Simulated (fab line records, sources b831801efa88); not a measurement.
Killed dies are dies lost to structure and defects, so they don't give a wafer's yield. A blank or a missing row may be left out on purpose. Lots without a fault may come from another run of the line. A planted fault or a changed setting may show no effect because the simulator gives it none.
A struck lot beside a sound one | flow sky130 | 20 steps out of a route of 708
Sound: wafers L410.1, L410.3, L410.5. Struck: wafers L409.1, L409.2, L409.5. The cause comes at the end.
At each step with rows: each side's tool, then ch and its chambers, then its first start. Under that, the readings that differ: sound wafers | struck wafers | difference of the means | sigmas: that difference in standard deviations of wafers without a fault.
alike: readings whose means differ by less than 2 such deviations, and words and numbers that are the same on both sides. not compared: withheld readings, readings that some wafer has no value for, bounds like >300 that may hide the same value, and numbers for which the record gives no deviation and whose values overlap.
The two part at a step that has a row with sigmas, a row that says differs or no value, or rows on one side only. Numbers that don't overlap but have no deviation are shown without sigmas and don't part them. A reading that every wafer of one side lacks parts them only if that side has two wafers or more.

first, 2 steps without rows for these wafers: SKY_GATE_OXIDE_IMPLANT_11; SKY_GATE_OXIDE_WET_ETCH_12 (etches SiO2 in dHF, target depth 16.8 nm, time 336 s).
SKY_GATE_OXIDE_STRIP_13: strips in O2/N2.
  sound on plasma_asher-02 ch 0,1, day 16 15:01; struck on plasma_asher-04 ch 0,1, day 16 11:59
  alike: drypump_motor_current_A, oes_product_au, strip_time_to_endpoint_s
  not compared: rf_hours_counter_h
SKY_GATE_OXIDE_TW_MEAS_14:
  sound on film_metro-03, day 16 15:07; struck on film_metro-04, day 16 12:05
  alike: GATE_OXIDE_TW
then, 3 steps without rows for these wafers: SKY_GATE_OXIDE_CLEAN_15 (cleans in SC1/SC2, time 150 s); SKY_GATE_OXIDE_OXIDATION_16 (stabilise 600 s, purge 300 s, target thk 3.57 nm); SKY_POLY_GATE_CVD_00 (deposits poly-Si, target thk 180 nm, time 720 s).
SKY_POLY_GATE_THK_MEAS_01:
  sound on film_metro-03, day 16 19:23; struck on film_metro-01, day 16 14:59
  alike: POLY_GATE_CVD_00_THK
then, 4 steps without rows for these wafers: SKY_RES_PROTECT_DEHYDRATE_00 (time 60 s); SKY_RES_PROTECT_HMDS_01 (prime time 60 s); SKY_RES_PROTECT_COAT_02 (resist thk 1140 nm); SKY_RES_PROTECT_SOFTBAKE_03 (time 60 s).
SKY_RES_PROTECT_EXPOSE_04: exposes mask RPM, target cd 1270 nm.
  sound on iline_stepper-01 ch 0, day 17 10:09; struck on iline_stepper-02 ch 0, day 17 06:32
  reading | sound             | struck            | difference | sigmas
  mask    | RPM#0 RPM#0 RPM#0 | NTM#0 NTM#0 NTM#0 | differs    |
then, 3 steps without rows for these wafers: SKY_RES_PROTECT_PEB_05; SKY_RES_PROTECT_DEVELOP_06 (develop time 60 s); SKY_POLY_GATE_IMPLANT_02.
SKY_RES_PROTECT_STRIP_07: strips in O2/N2.
  sound on plasma_asher-01 ch 0,1, day 18 00:12; struck on plasma_asher-01 ch 0,1, day 17 19:57
  alike: drypump_motor_current_A, oes_product_au, strip_time_to_endpoint_s
  not compared: rf_hours_counter_h
SKY_RES_PROTECT_TW_MEAS_08:
  sound on film_metro-01, day 18 00:18; struck on film_metro-01, day 17 20:03
  reading      | sound          | struck   | difference | sigmas
  POLY_GATE_TW | 3995 3991 4023 | 30 30 30 | -3973      | -99 or more
then, 1 step without rows for these wafers: SKY_RES_PROTECT_CLEAN_09 (cleans in SC1/SC2, time 150 s).
-- the record jumps here: 30 days lie between the struck wafers' starts before and after (it left off in module RES_PROTECT and takes up again in module PAD_OPEN, whose first step shown is number 708 of the route) --
SKY_PAD_OPEN_PROBE_99:
  sound on prober-01, day 48 04:09; struck on prober-02, day 48 00:05
  alike: killed_at_M0_to_M3, killed_at_M4_up, killed_at_contacts, killed_at_front_end, killed_at_other, killed_dies, killed_open, killed_short

WHERE THEY PART
First at SKY_RES_PROTECT_EXPOSE_04; last, within this record, at SKY_RES_PROTECT_TW_MEAS_08. Later steps at which nothing parts them and some readings are alike: SKY_PAD_OPEN_PROBE_99.

WHY: what the simulator had put in
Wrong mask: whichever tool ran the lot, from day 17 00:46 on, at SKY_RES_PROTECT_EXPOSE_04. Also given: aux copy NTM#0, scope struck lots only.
